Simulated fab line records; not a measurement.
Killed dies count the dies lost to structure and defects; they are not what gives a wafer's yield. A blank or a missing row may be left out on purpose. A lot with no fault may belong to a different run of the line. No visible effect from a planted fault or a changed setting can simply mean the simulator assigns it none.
A lot that was struck, set against a sound lot :: flow sky130 :: 32 steps out of a route of 708
Sound: these wafers, L844.1, L844.3, L844.6. Wafers L856.1, L856.4, L856.6 were the ones struck. The cause is given at the end.
Each step with rows lists, per side, the tool, then ch with its chambers, then its first start. Under that, the readings that differ: sound wafers :: struck wafers :: difference of the means :: sigmas: that difference in standard deviations of wafers without a fault.
alike: readings with means less than 2 such deviations apart, plus words and numbers identical on both sides. not compared: withheld readings, readings lacking a value on some wafer, bounds such as >300 that could conceal the same value, and numbers that have no deviation in the record and whose values overlap.
A row with sigmas, a row that says differs or no value, or rows on one side alone: a step with any of these is where the two part. Non-overlapping numbers with no deviation appear without sigmas and do not part them. Lack of a reading on every wafer of one side parts them only where that side has two or more wafers.

SKY_FIELD_ISO_BOW_MEAS_00:
  sound: film-metro-01 at day 2 01:00; struck: film-metro-03 at day 4 13:00
  alike: INCOMING_BOW
SKY_FIELD_ISO_OXIDATION_01: stabilise 600 s, purge 300 s, target thk 12 nm.
  sound on furnace-02 ch 0, day 2 01:07; struck on furnace-02 ch 0, day 4 13:31
  alike: spike-tc-bottom-C, zone-power-top-pct
SKY_FIELD_ISO_THK_MEAS_02:
  sound: film-metro-01 at day 2 02:38; struck: film-metro-03 at day 4 15:01
  alike: FIELD_ISO_OXIDATION_00_THK
then, 1 step without rows for these wafers: SKY_FIELD_ISO_CVD_03 (deposits Si3N4 from DCS/NH3, target thk 165 nm, time 2830 s).
SKY_FIELD_ISO_THK_MEAS_04:
  sound: film-metro-02 at day 2 04:29; struck: film-metro-03 at day 4 16:52
  alike: FIELD_ISO_CVD_03_THK
then, 8 steps without rows for these wafers: SKY_FIELD_ISO_DEHYDRATE_05 (time 60 s); SKY_FIELD_ISO_HMDS_06 (prime time 60 s); SKY_FIELD_ISO_COAT_07 (resist thk 60 nm); SKY_FIELD_ISO_COAT_08 (resist thk 450 nm); SKY_FIELD_ISO_SOFTBAKE_09 (time 90 s); SKY_FIELD_ISO_EXPOSE_10 (exposes mask FOM, target cd 150 nm); SKY_FIELD_ISO_PEB_11; SKY_FIELD_ISO_DEVELOP_12 (develop time 60 s).
SKY_FIELD_ISO_CD_MEAS_13: target cd 150 nm.
  sound: cd-sem-02 at day 2 19:28; struck: cd-sem-02 at day 5 09:45
  alike: cd-nm
SKY_FIELD_ISO_ETCH_14: etches BARC in N2/H2, stops on SiO2, time 45.9 s, target depth 60 nm.
  sound on rie-diel-04 ch 0,1,2, day 2 19:35; struck on rie-diel-03 ch 0,2, day 5 09:52
  alike: drypump-motor-current-A, oes-product-au, throttle-valve-pct
  not compared: rf-hours-counter-h
SKY_FIELD_ISO_ETCH_15: etches the open film in CHF3/O2, stops on Si, target depth 180 nm, time 72 s.
  sound on rie-diel-04 ch 0,1,2, day 2 19:38; struck on rie-diel-03 ch 0,2, day 5 09:56
  alike: drypump-motor-current-A, oes-product-au, throttle-valve-pct
  not compared: rf-hours-counter-h
SKY_FIELD_ISO_STRIP_16: strips in O2/N2.
  sound on plasma-asher-01 ch 1, day 2 19:41; struck on plasma-asher-01 ch 0,1, day 5 10:01
  alike: drypump-motor-current-A, oes-product-au, strip-time-to-endpoint-s
  not compared: rf-hours-counter-h
SKY_FIELD_ISO_ETCH_17: etches Si in HBr/Cl2/O2, target depth 342 nm, time 97.7 s.
  sound on rie-si-02 ch 1,2,3, day 2 19:47; struck on rie-si-01 ch 0,1,2, day 5 10:07
  alike: drypump-motor-current-A, mfc-cl2-sccm, oes-product-au, throttle-valve-pct
  not compared: rf-hours-counter-h
then, 5 steps without rows for these wafers: SKY_FIELD_ISO_WET_ETCH_18 (etches Si3N4 in H3PO4, target depth 25 nm, time 286 s); SKY_FIELD_ISO_CLEAN_19 (cleans in SC1/SC2, time 150 s); SKY_FIELD_ISO_CLEAN_20 (cleans in dHF, time 20 s); SKY_FIELD_ISO_WET_ETCH_21 (etches SiO2 in dHF, target depth 20 nm, time 400 s); SKY_FIELD_ISO_OXIDATION_22 (stabilise 600 s, purge 300 s, target thk 10 nm).
SKY_FIELD_ISO_THK_MEAS_23:
  sound: film-metro-02 at day 2 21:18; struck: film-metro-02 at day 5 13:37
  alike: FIELD_ISO_OXIDATION_01_THK
then, 1 step without rows for these wafers: SKY_FIELD_ISO_CVD_24 (deposits SiO2, target thk 595 nm, time 99.2 s).
SKY_FIELD_ISO_THK_MEAS_25:
  sound: film-metro-01 at day 2 21:26; struck: film-metro-01 at day 5 13:46
  alike: FIELD_ISO_CVD_24_THK
then, 1 step without rows for these wafers: SKY_FIELD_ISO_ANNEAL_26 (time 1800 s).
SKY_FIELD_ISO_CMP_27: polishes, stops on Si3N4, t overpolish 16 s, target thk 457.8 nm.
  sound on cmp-02 ch 0,2, day 2 23:02; struck on cmp-01 ch 1,3, day 5 16:19
  alike: motor-current-A, overpolish-run-s, time-to-endpoint-s
then, 3 steps without rows for these wafers: SKY_FIELD_ISO_WET_ETCH_28 (etches SiO2 in dHF, target depth 23.7 nm, time 47 s); SKY_FIELD_ISO_WET_ETCH_29 (etches Si3N4 in H3PO4, target depth 160 nm, time 1825 s); SKY_FIELD_ISO_WET_ETCH_30 (etches SiO2 in dHF, target depth 25 nm, time 50 s).
-- the record jumps here: 44 days lie between the struck wafers' starts before and after (it left off in module FIELD_ISO and takes up again in module PAD_OPEN, whose first step shown is number 708 of the route) --
SKY_PAD_OPEN_PROBE_99:
  sound: prober-01 at day 46 03:03; struck: prober-01 at day 50 01:23
reading: killed-at-front-end
sound: 14 11 18
struck: 126 124 124
difference: +110
sigmas: +26

reading: killed-dies
sound: 93 70 105
struck: 197 202 184
difference: +105
sigmas: +11

reading: killed-on-rim
sound: 13 10 21
struck: 45 42 36
difference: +26
sigmas: +8
  alike: killed_at_M0_to_M3, killed_at_M4_up, killed-at-contacts, killed-at-other, killed-open, killed-short

== WHERE THEY PART ==
Within this record, at SKY_PAD_OPEN_PROBE_99 only.

WHY: what had been put in by the simulator
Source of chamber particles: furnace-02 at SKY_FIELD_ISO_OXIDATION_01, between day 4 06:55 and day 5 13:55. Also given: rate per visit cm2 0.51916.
